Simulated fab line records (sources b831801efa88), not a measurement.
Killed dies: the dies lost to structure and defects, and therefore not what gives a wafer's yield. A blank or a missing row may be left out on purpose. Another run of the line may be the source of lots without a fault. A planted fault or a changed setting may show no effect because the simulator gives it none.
A struck lot beside a sound one -- flow sfqLine -- 21 steps out of a route of 325
Sound: these wafers, L346.1, L346.3, L346.5. Wafers struck: L354.1, L354.2, L354.6. The cause is given at the end.
Per side, at each step with rows, come the tool, then ch with its chambers, and then its first start. Under that, the readings that differ: sound wafers -- struck wafers -- difference of the means -- sigmas: that difference in standard deviations of wafers without a fault.
alike: a reading whose means differ by less than 2 such deviations, as well as words and numbers matching on both sides. not compared: withheld readings; readings where some wafer has no value; bounds like >300 that might hide an equal value; numbers whose values overlap and for which the record gives no deviation.
The two part at a step that has a row with sigmas, a row that says differs or no value, or rows on one side only. When numbers do not overlap yet have no deviation, they are printed without sigmas and do not part them. A reading missing from all wafers of one side parts the sides only when that side holds two or more wafers.

first, 2 steps without rows for these wafers: SFQ_TRILAYER_M2_LITHO_PEB_060 (peb time 60 s); SFQ_TRILAYER_M2_LITHO_DEVELOP_059 (time 60 s).
SFQ_M2_OVL_MEAS_916:
  sound: overlay-01 at day 31 15:32; struck: overlay-02 at day 34 15:11
  alike: M2_OVL
then, 1 step without rows for these wafers: SFQ_TRILAYER_M2_BARC_OPEN_METAL_ETCH_077 (etches BARC in O2, target depth 125 nm, time 41.7 s).
SFQ_TRILAYER_M2_ETCH_METAL_ETCH_060: etches Nb in Cl2/Ar, stops on SiO2, target depth 240 nm, time 120 s.
  sound on rieMetal-01 ch 0,1, day 31 15:38; struck on rieMetal-03 ch 0,1, day 34 15:16
  alike: drypumpMotorCurrentA, oesProductAu
  not compared: rfHoursCounterH
SFQ_TRILAYER_M2_STRIP_STRIP_061: strips in O2.
  sound on rieMetal-01 ch 0,1, day 31 15:45; struck on rieMetal-03 ch 0,1, day 34 15:24
  alike: drypumpMotorCurrentA, oesProductAu
  not compared: rfHoursCounterH
then, 1 step without rows for these wafers: SFQ_TRILAYER_M2_STRIP_SOLV_CLEAN_062 (cleans in NMP, time 600 s).
SFQ_TRILAYER_I2_DEP_PECVD_063: deposits SiO2 from SiH4/N2O, time 111.11 s, target thk 500 nm.
  sound on pecvd-01 ch 0,2, day 31 16:32; struck on pecvd-01 ch 0,2, day 34 16:10
  alike: heaterPowerW, throttleValvePct
then, 1 step without rows for these wafers: SFQ_TRILAYER_I2_CMP_CMP_064 (polishes SiO2).
SFQ_I2_BOW_MEAS_917:
  sound: filmMetro-04 at day 31 19:36; struck: filmMetro-01 at day 35 11:26
  alike: I2_BOW
SFQ_TRILAYER_I2_METRO_MEASURE_065:
  sound: filmMetro-04 at day 31 19:43; struck: filmMetro-01 at day 35 11:34
  alike: thkNm
then, 1 step without rows for these wafers: SFQ_TRILAYER_I2_VIA_LITHO_COAT_072 (resist thk 62 nm).
SFQ_TRILAYER_I2_VIA_LITHO_COAT_067: resist thk 650 nm.
  sound on lithoTrack-03 ch 0, day 31 21:13; struck on lithoTrack-02 ch 0, day 35 13:04
reading,sound,struck,difference,sigmas
model.KrF_of_TRILAYER_I2_VIA_LITHO_COAT_067.thkNm (nm),649.8 649 652,610.3 609.7 608.5,-40.8,
  alike: spinSpeedRpm
then, 4 steps without rows for these wafers: SFQ_TRILAYER_I2_VIA_LITHO_SOFTBAKE_071; SFQ_TRILAYER_I2_VIA_LITHO_EXPOSE_068 (exposes mask I2, target cd 500 nm); SFQ_TRILAYER_I2_VIA_LITHO_PEB_070 (peb time 60 s); SFQ_TRILAYER_I2_VIA_LITHO_DEVELOP_069 (time 60 s).
-- the record jumps here: 6 days lie between the struck wafers' starts before and after --
SFQ_I2_OVL_MEAS_918:
  sound: overlay-02 at day 38 00:21; struck: overlay-02 at day 41 06:49
reading,sound,struck,difference,sigmas
I2_OVL (nm),9 11 3,-4 -9 -7,-14,-3
then, 1 step without rows for these wafers: SFQ_TRILAYER_I2_VIA_BARC_OPEN_VIA_ETCH_096 (etches BARC in O2, target depth 125 nm, time 41.7 s).
SFQ_TRILAYER_I2_VIA_ETCH_VIA_ETCH_070: etches SiO2 in CHF3, stops on Nb, target depth 260 nm.
  sound on rieDiel-03 ch 0,1,2, day 38 00:25; struck on rieDiel-04 ch 0,1,2, day 41 06:53
reading,sound,struck,difference,sigmas
model.KrF_of_TRILAYER_I2_VIA_LITHO_COAT_067.thkNm (nm),524.4 529.9 530.8,489.9 487.6 485.9,-40.6,
  alike: drypumpMotorCurrentA, oesProductAu
SFQ_TRILAYER_I2_VIA_STRIP_STRIP_071: strips in O2.
  sound on rieMetal-02 ch 0,1, day 38 00:32; struck on rieMetal-01 ch 0,1, day 41 07:00
  alike: drypumpMotorCurrentA, oesProductAu
  not compared: rfHoursCounterH

== WHERE THEY PART ==
Only at SFQ_I2_OVL_MEAS_918, as far as this record shows. Later steps at which nothing parts them and some readings are alike: SFQ_TRILAYER_I2_VIA_ETCH_VIA_ETCH_070, SFQ_TRILAYER_I2_VIA_STRIP_STRIP_071.

WHY: the cause the simulator had injected
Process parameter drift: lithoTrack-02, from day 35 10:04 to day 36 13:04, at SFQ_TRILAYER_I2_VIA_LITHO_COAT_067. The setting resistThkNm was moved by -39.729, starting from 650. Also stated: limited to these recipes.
